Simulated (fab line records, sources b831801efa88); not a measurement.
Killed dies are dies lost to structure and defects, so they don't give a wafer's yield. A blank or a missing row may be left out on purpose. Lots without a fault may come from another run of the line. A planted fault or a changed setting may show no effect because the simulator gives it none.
Tool commonality check | flow sky130 | 13 lots, 39 wafers sampled

WHY IT WAS OPENED
At SKY_NWELL_TW_MEAS_26 the reading NWELL_2_TW is flagged on 2 of 13 lots. Wafers without a fault read 495.8, standard deviation 2.4.
Rule: a lot is flagged when every wafer of it that has a number lies more than 4 standard deviations from that mean, or none has a number. The other lots count as sound.

lot  | measured     | on            | NWELL_2_TW, wafer by wafer | flag
L869 | day 5 08:56  | film_metro-02 | 494.9 492.0 495.4          |
L871 | day 5 19:19  | film_metro-04 | 491.1 495.5 493.1          |
L874 | day 6 17:58  | film_metro-03 | 495.9 497.1 498.7          |
L875 | day 6 21:40  | film_metro-02 | 493.6 493.9 495.9          |
L876 | day 7 03:40  | film_metro-04 | 492.2 492.6 490.4          |
L877 | day 7 08:20  | film_metro-03 | 499.6 496.9 496.2          |
L878 | day 7 14:08  | film_metro-02 | 497.7 496.9 500.3          |
L879 | day 7 20:14  | film_metro-02 | 499.9 498.0 498.1          |
L880 | day 8 01:41  | film_metro-04 | 494.9 496.6 493.8          |
L883 | day 8 19:34  | film_metro-03 | 500.4 501.9 498.4          |
L886 | day 9 17:01  | film_metro-04 | 399.7 398.1 398.0          | FLAGGED
L888 | day 10 00:53 | film_metro-03 | 399.7 399.2 400.4          | FLAGGED
L892 | day 11 08:57 | film_metro-02 | 492.9 493.1 491.6          |
The numbers of the flagged lots are 399.2 on average: -96.6 against the usual, or -40 standard deviations.

WHICH TOOL RAN EACH LOT
The record holds 1 process step before the reading, out of a route of 708 steps. In each cell: the tool, then ch and the chambers that the sampled wafers went through, then the start.
lot  | flag    | SKY_NWELL_IMPLANT_24
L869 |         | implanter-01 ch 0, day 5 08:41
L871 |         | implanter-01 ch 0, day 5 19:04
L874 |         | implanter-02 ch 0, day 6 17:43
L875 |         | implanter-03 ch 0, day 6 21:25
L876 |         | implanter-02 ch 0, day 7 03:25
L877 |         | implanter-01 ch 0, day 7 08:06
L878 |         | implanter-02 ch 0, day 7 13:53
L879 |         | implanter-03 ch 0, day 7 19:59
L880 |         | implanter-02 ch 0, day 8 01:28
L883 |         | implanter-03 ch 0, day 8 19:19
L886 | FLAGGED | implanter-02 ch 0, day 9 16:46
L888 | FLAGGED | implanter-02 ch 0, day 10 00:39
L892 |         | implanter-01 ch 0, day 11 08:43
What these steps do:
- SKY_NWELL_IMPLANT_24
- SKY_NWELL_TW_MEAS_26

FLAGGED OVER TOTAL, TOOL BY TOOL (the gauges that took the reading come last)
step                 | tool          | lots run | flagged | share of the flagged lots | sound lots run after its first flagged lot
SKY_NWELL_IMPLANT_24 | implanter-01  | 4        | 0       | none                      | -
SKY_NWELL_IMPLANT_24 | implanter-02  | 6        | 2       | all                       | 0
SKY_NWELL_IMPLANT_24 | implanter-03  | 3        | 0       | none                      | -
SKY_NWELL_TW_MEAS_26 | film_metro-02 | 5        | 0       | none                      | -
SKY_NWELL_TW_MEAS_26 | film_metro-03 | 4        | 1       | some                      | 0
SKY_NWELL_TW_MEAS_26 | film_metro-04 | 4        | 1       | some                      | 0

WHAT THE TABLE ALLOWS
1 row of the table ran every flagged lot: implanter-02 at SKY_NWELL_IMPLANT_24.
- implanter-02 at SKY_NWELL_IMPLANT_24: 2 of its 6 lots flagged. Its last sound lot is L880 (day 8 01:28), its first flagged lot L886 (day 9 16:46): a fault that began between those two fits. Its own readings lie more than 4 standard deviations out on every wafer of the flagged lots: dose_ions_cm2, faraday_current_uA.
One tool is left: implanter-02 at SKY_NWELL_IMPLANT_24.

WHAT THE SIMULATOR HAD PUT IN
Process parameter drift: implanter-02, from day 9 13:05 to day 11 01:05, at SKY_NWELL_IMPLANT_24. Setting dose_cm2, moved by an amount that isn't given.
Lots struck among those shown: L886, L888. The rule above found the same.
